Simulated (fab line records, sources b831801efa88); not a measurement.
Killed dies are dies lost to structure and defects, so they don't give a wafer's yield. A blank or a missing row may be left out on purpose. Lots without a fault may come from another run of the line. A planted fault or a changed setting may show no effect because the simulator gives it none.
Which tool did it? | flow gf180mcu | 12 lots, 36 wafers sampled, at 6 steps of a route of 602

WHAT THE GAUGES READ, wafer by wafer
GF_MVPSD_OVL_MEAS_07. Usual: MVPSD_OVL -1.9 nm, standard deviation 1.3.
lot  | measured     | on         | MVPSD_OVL (nm) | flag
L611 | day 5 16:48  | overlay-01 | -1.3 -0.6 -1.5 |
L612 | day 6 03:48  | overlay-01 | 0.3 -1.0 -1.1  |
L613 | day 6 05:22  | overlay-01 | - - -          | OFF
L615 | day 6 16:59  | overlay-02 | -4.4 -2.1 -3.0 |
L623 | day 8 21:46  | overlay-01 | -2.7 -0.5 -3.0 |
L624 | day 9 03:38  | overlay-01 | -1.0 -1.2 0.5  |
L625 | day 9 06:55  | overlay-01 | -4.4 -3.9 -3.1 |
L626 | day 9 12:47  | overlay-01 | -1.7 -0.2 -2.5 |
L627 | day 9 20:48  | overlay-01 | -0.4 -0.8 -1.2 |
L628 | day 10 01:34 | overlay-01 | -1.4 1.0 -0.7  |
L630 | day 10 11:43 | overlay-01 | -3.9 -1.1 -2.4 |
L631 | day 10 19:02 | overlay-01 | 0.8 0.8 -0.3   |

GF_MVPSD_TW_MEAS_11. Usual: MVPSD_TW 550, standard deviation 6.4.
lot  | measured     | on            | MVPSD_TW          | flag
L611 | day 5 17:14  | film_metro-01 | 548 551 547       |
L612 | day 6 04:14  | film_metro-01 | 544 545 548       |
L613 | day 6 05:49  | film_metro-02 | 30 29 30 30 30 30 | OFF
L615 | day 6 17:25  | film_metro-02 | 545 544 547       |
L623 | day 8 22:13  | film_metro-04 | 561 561 562       |
L624 | day 9 04:04  | film_metro-01 | 550 550 546       |
L625 | day 9 07:22  | film_metro-04 | 557 555 558       |
L626 | day 9 13:13  | film_metro-04 | 554 559 557       |
L627 | day 9 21:14  | film_metro-04 | 558 554 557       |
L628 | day 10 02:01 | film_metro-02 | 544 545 547       |
L630 | day 10 12:10 | film_metro-02 | 547 546 545       |
L631 | day 10 19:28 | film_metro-04 | 560 557 557       |

GF_M3_CD_MEAS_14: target cd 280 nm. Usual: cd_nm 279.7 nm, standard deviation 0.88.
lot  | measured     | on        | cd_nm (nm)        | flag
L611 | day 22 13:07 | cd_sem-02 | 279.0 279.6 280.3 |
L612 | day 23 02:52 | cd_sem-01 | 280.9 281.0 280.2 |
L615 | day 23 23:46 | cd_sem-02 | 281.3 279.0 280.4 |
L623 | day 26 18:58 | cd_sem-02 | 279.6 279.0 279.2 |
L624 | day 27 06:26 | cd_sem-02 | 279.9 280.9 280.3 |
L625 | day 27 07:36 | cd_sem-02 | 281.2 280.0 280.7 |
L626 | day 27 11:29 | cd_sem-02 | 278.2 278.9 278.9 |
L627 | day 27 23:25 | cd_sem-01 | 278.3 279.7 279.1 |
L628 | day 28 05:25 | cd_sem-02 | 280.1 278.9 278.7 |
L630 | day 28 13:52 | cd_sem-01 | 280.1 280.0 278.8 |
L631 | day 28 22:50 | cd_sem-01 | 279.7 278.9 280.5 |

GF_V3_THK_MEAS_01. Usual: V3_CVD_00_THK 598 nm, standard deviation 9.6.
lot  | measured     | on            | V3_CVD_00_THK (nm) | flag
L611 | day 22 13:59 | film_metro-02 | 602 588 592        |
L612 | day 23 03:47 | film_metro-01 | 586 593 601        |
L615 | day 24 00:38 | film_metro-02 | 593 582 592        |
L623 | day 26 20:09 | film_metro-03 | 613 618 598        |
L624 | day 27 07:22 | film_metro-01 | 587 594 598        |
L625 | day 27 08:34 | film_metro-01 | 598 624 592        |
L626 | day 27 12:28 | film_metro-03 | 603 618 595        |
L627 | day 28 00:20 | film_metro-01 | 589 588 586        |
L628 | day 28 06:17 | film_metro-03 | 582 599 585        |
L630 | day 28 14:44 | film_metro-03 | 592 590 591        |
L631 | day 28 23:42 | film_metro-03 | 615 602 619        |

WHICH TOOL RAN EACH LOT (tool, then ch and the chambers of the sampled wafers, then the start)
lot  | GF_MVPSD_EXPOSE_04                  | GF_M2_SPUTTER_02
L611 | iline_stepper-02 ch 0, day 5 10:36  | pvd_sputter-03, day 19 08:49
L612 | iline_stepper-02 ch 0, day 5 20:38  | pvd_sputter-04, day 20 00:59
L613 | iline_stepper-01 ch 0, day 5 22:21  | -
L615 | iline_stepper-01 ch 0, day 6 09:23  | pvd_sputter-04, day 20 23:52
L623 | iline_stepper-01 ch 0, day 8 13:26  | pvd_sputter-04, day 23 22:55
L624 | iline_stepper-02 ch 0, day 8 19:16  | pvd_sputter-01, day 24 13:04
L625 | iline_stepper-01 ch 0, day 8 22:30  | pvd_sputter-03, day 24 13:23
L626 | iline_stepper-02 ch 0, day 9 04:12  | pvd_sputter-01, day 24 17:16
L627 | iline_stepper-01 ch 0, day 9 12:12  | pvd_sputter-01, day 25 06:40
L628 | iline_stepper-02 ch 0, day 9 16:54  | pvd_sputter-03, day 25 13:13
L630 | iline_stepper-01 ch 0, day 10 02:33 | pvd_sputter-03, day 25 21:58
L631 | iline_stepper-02 ch 0, day 10 10:33 | pvd_sputter-01, day 26 07:32
- GF_MVPSD_EXPOSE_04: exposes mask MVPSD, target cd 1000 nm.
- GF_M2_SPUTTER_02: material AlCu, target thk 450 nm, time 23.9 s.

WHAT THE TOOLS THEMSELVES READ (means of the sampled wafers that have a number; where no wafer has one, the mark that the record gives instead)
GF_MVPSD_EXPOSE_04. Usual: exposure_dose_mJ_cm2 260.01, standard deviation 0.24; reticle_temp_C 22.99 C, standard deviation 0.11.
lot  | tool             | exposure_dose_mJ_cm2 | reticle_temp_C (C) | flag
L611 | iline_stepper-02 | 260.04               | 23.10              |
L612 | iline_stepper-02 | 259.96               | 23.09              |
L613 | iline_stepper-01 | 260.29               | 23.02              |
L615 | iline_stepper-01 | 259.83               | 23.02              |
L623 | iline_stepper-01 | 260.01               | 22.98              |
L624 | iline_stepper-02 | 259.67               | 22.83              |
L625 | iline_stepper-01 | 259.73               | 22.89              |
L626 | iline_stepper-02 | 259.97               | 23.09              |
L627 | iline_stepper-01 | 259.70               | 22.92              |
L628 | iline_stepper-02 | 260.27               | 23.06              |
L630 | iline_stepper-01 | 260.01               | 23.08              |
L631 | iline_stepper-02 | 260.24               | 23.06              |

GF_M2_SPUTTER_02. Usual: throttle_valve_pct 29.9 %, standard deviation 0.93.
lot  | tool           | throttle_valve_pct (%) | flag
L611 | pvd_sputter-03 | 30.7                   |
L612 | pvd_sputter-04 | 29.1                   |
L615 | pvd_sputter-04 | 29.1                   |
L623 | pvd_sputter-04 | 29.2                   |
L624 | pvd_sputter-01 | 29.1                   |
L625 | pvd_sputter-03 | 30.3                   |
L626 | pvd_sputter-01 | 29.0                   |
L627 | pvd_sputter-01 | 29.3                   |
L628 | pvd_sputter-03 | 30.2                   |
L630 | pvd_sputter-03 | 31.2                   |
L631 | pvd_sputter-01 | 29.2                   |

THE ANSWER, worked out from the rows above alone
Rule: a lot is off if the mean of its wafers that have a number lies more than 3 standard deviations from the usual mean. A lot without any number at a reading at which 4 lots or more have one is off too. The other lots that the step has rows for count as sound. The gauges are gone through in route order, then the tools' own readings, and for those a lot's mean is taken as printed above. The first step at which some lot is off is used, and at that step the reading that is off furthest; a lot without a number counts as furthest.
Off: L613, at GF_MVPSD_OVL_MEAS_07 (MVPSD_OVL). Without a number there: L613.
A tool fits if, at a process step before that reading, it ran every lot that is off, and no sound lot after the first of them. The gauges at GF_MVPSD_OVL_MEAS_07 aren't tried: what is off there is off at GF_MVPSD_TW_MEAS_11 too, on other tools, and a gauge's error can't cause that. None of those tried fits.

WHAT THE SIMULATOR HAD PUT IN
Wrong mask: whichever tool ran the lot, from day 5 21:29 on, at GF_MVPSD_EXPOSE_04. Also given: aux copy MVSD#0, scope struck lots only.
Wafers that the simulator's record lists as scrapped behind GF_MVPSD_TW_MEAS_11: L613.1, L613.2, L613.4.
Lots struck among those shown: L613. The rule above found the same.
